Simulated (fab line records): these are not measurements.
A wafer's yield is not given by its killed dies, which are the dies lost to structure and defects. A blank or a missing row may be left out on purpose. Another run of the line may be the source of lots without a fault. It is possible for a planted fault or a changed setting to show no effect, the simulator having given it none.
A struck lot beside a sound one	flow sky130	16 steps out of a route of 708
Sound: wafers L742.3, L742.4, L742.5. The struck wafers were L747.1, L747.2, L747.4. At the end, the cause is stated.
At each step with rows: each side's tool, then ch and its chambers, then its first start. Under that, the readings that differ: sound wafers	struck wafers	difference of the means	sigmas: that difference in standard deviations of wafers without a fault.
alike: same words and numbers on both sides, and readings whose means sit less than 2 such deviations apart. not compared: any withheld reading, any reading some wafer has no value for, any bound like >300 that may hide the same value, and any number with overlapping values for which the record gives no deviation.
A row with sigmas, a row that says differs or no value, or rows on one side alone: a step with any of these is where the two part. When numbers do not overlap yet have no deviation, they are printed without sigmas and do not part them. A reading that every wafer of one side lacks parts them only if that side has two wafers or more.

first, 1 step without rows for these wafers: SKY_NWELL_IMPLANT_24.
SKY_NWELL_STRIP_25: strips in O2/N2.
  sound on plasma_asher-01 ch 0,1, day 8 01:10; struck on plasma_asher-04 ch 0,1, day 9 10:44
  alike: drypump_motor_current_A, o2_flow_sccm, oes_product_au, strip_time_to_endpoint_s
  not compared: rf_hours_counter_h
SKY_NWELL_TW_MEAS_26:
  sound on film_metro-02, day 8 01:16; struck on film_metro-03, day 9 10:50
  alike: NWELL_2_TW
then, 1 step without rows for these wafers: SKY_NWELL_CLEAN_27 (cleans in SC1/SC2, time 150 s).
SKY_NWELL_RTA_28: time 30 s.
  sound on rtp_anneal-02 ch 0, day 8 01:23; struck on rtp_anneal-01 ch 0, day 9 10:56
  alike: chamber_o2_ppm, lamp_power_pct, ramp_down_c_per_s, wafer_temp_C_max
SKY_NWELL_RS_MEAS_29: measures by four-point-probe.
  sound on film_metro-02, day 8 01:29; struck on film_metro-01, day 9 11:08
  alike: NWELL_RS
SKY_NWELL_RS_MEAS_31: measures by four-point-probe.
  sound on film_metro-02, day 8 01:44; struck on film_metro-01, day 9 11:23
  alike: PWDE_RS
then, 4 steps without rows for these wafers: SKY_VT_ADJUST_HVTP_DEHYDRATE_00 (time 60 s); SKY_VT_ADJUST_HVTP_HMDS_01 (prime time 60 s); SKY_VT_ADJUST_HVTP_COAT_02 (resist thk 1140 nm); SKY_VT_ADJUST_HVTP_SOFTBAKE_03 (time 60 s).
SKY_VT_ADJUST_HVTP_EXPOSE_04: exposes mask HVTPM, target cd 380 nm.
  sound on iline_stepper-02 ch 0, day 8 11:52; struck on iline_stepper-02 ch 0, day 9 22:14
reading	sound	struck	difference	sigmas
exposure_dose_mJ_cm2	141.28 141.52 141.42	124.61 124.56 124.45	-16.87	-99 or more
  alike: mask
following that, these wafers have no rows for 1 step: SKY_VT_ADJUST_HVTP_PEB_05.
SKY_VT_ADJUST_HVTP_DEVELOP_06: develop time 60 s.
  sound on litho_track-02 ch 0, day 8 21:28; struck on litho_track-01 ch 0, day 10 08:29
reading	sound	struck	difference	sigmas
model.VT_ADJUST_HVTP.cd_nm (nm)	377.1 378.5 379.5	345.2 345 342.8	-34.0	
  alike: developer_temp_C
SKY_VT_ADJUST_HVTP_CD_MEAS_07 targets a cd of 380 nm.
  sound on cd_sem-01, day 8 21:36; struck on cd_sem-01, day 10 08:38
reading	sound	struck	difference	sigmas
cd_nm (nm)	377.0 378.7 379.3	344.9 345.1 342.7	-34.1	-14
SKY_VT_ADJUST_HVTP_OVL_MEAS_08:
  sound on overlay-02, day 8 21:42; struck on overlay-01, day 10 08:45
  alike: VT_ADJUST_HVTP_OVL

WHERE THEY PART
At SKY_VT_ADJUST_HVTP_EXPOSE_04 first; at SKY_VT_ADJUST_HVTP_CD_MEAS_07 last (within this record only). Later steps at which nothing parts them and some readings are alike: SKY_VT_ADJUST_HVTP_OVL_MEAS_08.

WHY: whatever the simulator had introduced
Process parameter drift: iline_stepper-02, from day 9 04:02 on, at SKY_VT_ADJUST_HVTP_EXPOSE_04. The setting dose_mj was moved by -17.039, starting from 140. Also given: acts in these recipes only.
